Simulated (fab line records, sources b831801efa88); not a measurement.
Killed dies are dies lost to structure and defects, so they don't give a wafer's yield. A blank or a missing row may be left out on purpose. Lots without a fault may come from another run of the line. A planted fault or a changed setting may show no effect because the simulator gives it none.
Chamber matching | flow sky130 | SKY_VIA2_CMP_24 on cmp-02: 4 sister chambers
The step polishes, stops on SiO2, t overpolish 20 s, target thk 0 nm. 4 wafers are shown with their chamber, then 8 later ones without.

WAFERS WITH THEIR CHAMBER
wafer  | chamber | motor_current_A (A)
L898.1 | 1       | 9.0
L897.2 | 0       | 12.1
L897.5 | 3       | 11.6
L900.3 | 2       | 12.2

WAFERS WITHOUT THEIR CHAMBER
wafer  | motor_current_A (A)
L900.4 | 11.4
L900.5 | 12.0
L906.2 | 8.8
L906.3 | 11.4
L906.5 | 11.5
L910.2 | 12.2
L910.3 | 12.0
L910.5 | 12.0

WHICH CHAMBER EACH WENT THROUGH
wafer  | from the rows above     | in truth
L900.4 | 3                       | 3
L900.5 | can't be placed: 0 or 2 | 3
L906.2 | 1                       | 1
L906.3 | 3                       | 3
L906.5 | 3                       | 3
L910.2 | can't be placed: 2 or 0 | 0
L910.3 | can't be placed: 0 or 2 | 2
L910.5 | can't be placed: 0 or 2 | 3
Placed correctly: 4 of 8. Can't be placed from these rows: 4 (the true chamber is among the candidates in 2). Placed wrongly: 0.
How it was worked out, from the rows above alone: a wafer's distance from a chamber is the root of the sum, over the readings, of the square of ((its reading less the chamber's mean) divided by the reading's scatter). The wafer belongs to the nearest chamber; if the next one is less than 2 further off, it can't be placed. A chamber's mean is the mean of its shown wafers. The scatter: with one shown wafer a chamber, the root of the mean of the squares of how far each hidden wafer lies from its nearest shown one.
